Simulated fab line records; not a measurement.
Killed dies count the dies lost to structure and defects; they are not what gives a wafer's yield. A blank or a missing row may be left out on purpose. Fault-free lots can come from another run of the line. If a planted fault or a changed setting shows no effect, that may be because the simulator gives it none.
Chamber matching :: flow sky130 :: rie_si-01 running SKY_POLY_GATE_ETCH_17: 4 sister chambers
The step etches poly-Si in HBr/Cl2, stops on SiO2, target depth 180 nm, time 70.5 s. 27 wafers are shown with their chamber, then 12 later ones without.

== WAFERS PAIRED WITH THEIR CHAMBERS ==
wafer: L074.1
chamber: 1
drypump_motor_current_A (A): 5.39
oes_product_au (a.u.): 0.986
mfc_cl2_sccm (sccm): 49.98

wafer: L074.5
chamber: 3
drypump_motor_current_A (A): 6.05
oes_product_au (a.u.): 0.995
mfc_cl2_sccm (sccm): 49.98

wafer: L074.6
chamber: 2
drypump_motor_current_A (A): 5.56
oes_product_au (a.u.): 0.967
mfc_cl2_sccm (sccm): 49.87

wafer: L075.2
chamber: 0
drypump_motor_current_A (A): 6.18
oes_product_au (a.u.): 0.989
mfc_cl2_sccm (sccm): 49.90

wafer: L075.4
chamber: 3
drypump_motor_current_A (A): 6.12
oes_product_au (a.u.): 0.986
mfc_cl2_sccm (sccm): 49.79

wafer: L075.6
chamber: 3
drypump_motor_current_A (A): 6.09
oes_product_au (a.u.): 0.984
mfc_cl2_sccm (sccm): 50.11

wafer: L079.2
chamber: 2
drypump_motor_current_A (A): 5.60
oes_product_au (a.u.): 0.960
mfc_cl2_sccm (sccm): 49.84

wafer: L079.3
chamber: 3
drypump_motor_current_A (A): 6.06
oes_product_au (a.u.): 0.983
mfc_cl2_sccm (sccm): 50.18

wafer: L079.4
chamber: 0
drypump_motor_current_A (A): 6.21
oes_product_au (a.u.): 0.988
mfc_cl2_sccm (sccm): 50.15

wafer: L081.2
chamber: 1
drypump_motor_current_A (A): 5.41
oes_product_au (a.u.): 0.983
mfc_cl2_sccm (sccm): 49.90

wafer: L081.3
chamber: 3
drypump_motor_current_A (A): 6.06
oes_product_au (a.u.): 0.987
mfc_cl2_sccm (sccm): 49.98

wafer: L081.4
chamber: 0
drypump_motor_current_A (A): 6.26
oes_product_au (a.u.): 0.988
mfc_cl2_sccm (sccm): 50.04

wafer: L082.2
chamber: 1
drypump_motor_current_A (A): 5.39
oes_product_au (a.u.): 0.996
mfc_cl2_sccm (sccm): 49.84

wafer: L082.4
chamber: 2
drypump_motor_current_A (A): 5.61
oes_product_au (a.u.): 0.977
mfc_cl2_sccm (sccm): 50.02

wafer: L082.5
chamber: 1
drypump_motor_current_A (A): 5.41
oes_product_au (a.u.): 0.990
mfc_cl2_sccm (sccm): 50.25

wafer: L083.1
chamber: 2
drypump_motor_current_A (A): 5.62
oes_product_au (a.u.): 0.967
mfc_cl2_sccm (sccm): 49.87

wafer: L083.2
chamber: 3
drypump_motor_current_A (A): 6.07
oes_product_au (a.u.): 0.991
mfc_cl2_sccm (sccm): 49.71

wafer: L083.6
chamber: 0
drypump_motor_current_A (A): 6.17
oes_product_au (a.u.): 0.975
mfc_cl2_sccm (sccm): 50.03

wafer: L085.3
chamber: 3
drypump_motor_current_A (A): 6.08
oes_product_au (a.u.): 0.997
mfc_cl2_sccm (sccm): 50.11

wafer: L085.4
chamber: 3
drypump_motor_current_A (A): 6.04
oes_product_au (a.u.): 0.993
mfc_cl2_sccm (sccm): 50.10

wafer: L085.5
chamber: 1
drypump_motor_current_A (A): 5.39
oes_product_au (a.u.): 0.983
mfc_cl2_sccm (sccm): 49.77

wafer: L086.1
chamber: 2
drypump_motor_current_A (A): 5.59
oes_product_au (a.u.): 0.976
mfc_cl2_sccm (sccm): 49.76

wafer: L086.4
chamber: 3
drypump_motor_current_A (A): 6.09
oes_product_au (a.u.): 0.995
mfc_cl2_sccm (sccm): 50.12

wafer: L086.6
chamber: 2
drypump_motor_current_A (A): 5.60
oes_product_au (a.u.): 0.969
mfc_cl2_sccm (sccm): 49.65

wafer: L088.4
chamber: 0
drypump_motor_current_A (A): 6.16
oes_product_au (a.u.): 0.979
mfc_cl2_sccm (sccm): 50.11

wafer: L088.5
chamber: 0
drypump_motor_current_A (A): 6.16
oes_product_au (a.u.): 0.978
mfc_cl2_sccm (sccm): 50.36

wafer: L088.6
chamber: 3
drypump_motor_current_A (A): 6.07
oes_product_au (a.u.): 0.983
mfc_cl2_sccm (sccm): 49.84

SIGNATURES, as means of the wafers listed above
reading: drypump_motor_current_A
chamber 0: 6.1900
chamber 1: 5.3980
chamber 2: 5.5967
chamber 3: 6.0730
scatter within a chamber: 0.0256

reading: oes_product_au
chamber 0: 0.98283
chamber 1: 0.98760
chamber 2: 0.96933
chamber 3: 0.98940
scatter within a chamber: 0.00582

reading: mfc_cl2_sccm
chamber 0: 50.0983
chamber 1: 49.9480
chamber 2: 49.8350
chamber 3: 49.9920
scatter within a chamber: 0.157
Rule: for a wafer and a chamber, the distance is found by dividing, reading by reading, the gap between the wafer's reading and the chamber's mean by the reading's scatter, squaring, summing and taking the root. The wafer belongs to the nearest chamber; if the next one is less than 2 further off, it can't be placed. The scatter: take each reading less its chamber's mean, square it, sum over the shown wafers, divide by the number of wafers less the number of chambers, and take the root.

== WAFERS WHOSE CHAMBER IS MISSING ==
wafer: L090.2
drypump_motor_current_A (A): 6.04
oes_product_au (a.u.): 0.993
mfc_cl2_sccm (sccm): 50.13

wafer: L090.3
drypump_motor_current_A (A): 5.39
oes_product_au (a.u.): 0.995
mfc_cl2_sccm (sccm): 49.88

wafer: L090.4
drypump_motor_current_A (A): 6.14
oes_product_au (a.u.): 0.985
mfc_cl2_sccm (sccm): 50.10

wafer: L091.3
drypump_motor_current_A (A): 6.12
oes_product_au (a.u.): 0.988
mfc_cl2_sccm (sccm): 50.02

wafer: L091.5
drypump_motor_current_A (A): 5.61
oes_product_au (a.u.): 0.969
mfc_cl2_sccm (sccm): 50.25

wafer: L091.6
drypump_motor_current_A (A): 6.07
oes_product_au (a.u.): 0.989
mfc_cl2_sccm (sccm): 49.89

wafer: L094.1
drypump_motor_current_A (A): 5.62
oes_product_au (a.u.): 0.969
mfc_cl2_sccm (sccm): 49.83

wafer: L094.5
drypump_motor_current_A (A): 5.43
oes_product_au (a.u.): 0.988
mfc_cl2_sccm (sccm): 49.82

wafer: L094.6
drypump_motor_current_A (A): 5.64
oes_product_au (a.u.): 0.973
mfc_cl2_sccm (sccm): 49.73

wafer: L096.2
drypump_motor_current_A (A): 6.02
oes_product_au (a.u.): 0.979
mfc_cl2_sccm (sccm): 50.06

wafer: L096.3
drypump_motor_current_A (A): 5.63
oes_product_au (a.u.): 0.971
mfc_cl2_sccm (sccm): 49.94

wafer: L096.6
drypump_motor_current_A (A): 6.09
oes_product_au (a.u.): 0.979
mfc_cl2_sccm (sccm): 49.99

== THE CHAMBER EACH PASSED THROUGH ==
wafer: L090.2
from the rows above: 3
in truth: 3

wafer: L090.3
from the rows above: 1
in truth: 1

wafer: L090.4
from the rows above: can't be placed: 0 or 3
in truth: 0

wafer: L091.3
from the rows above: can't be placed: 3 or 0
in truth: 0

wafer: L091.5
from the rows above: 2
in truth: 2

wafer: L091.6
from the rows above: 3
in truth: 3

wafer: L094.1
from the rows above: 2
in truth: 2

wafer: L094.5
from the rows above: 1
in truth: 1

wafer: L094.6
from the rows above: 2
in truth: 2

wafer: L096.2
from the rows above: 3
in truth: 3

wafer: L096.3
from the rows above: 2
in truth: 2

wafer: L096.6
from the rows above: 3
in truth: 3
10 of 12 placed correctly. Unplaceable from these rows: 2, with the true chamber sitting among the candidates in 2. Wrongly placed: 0.
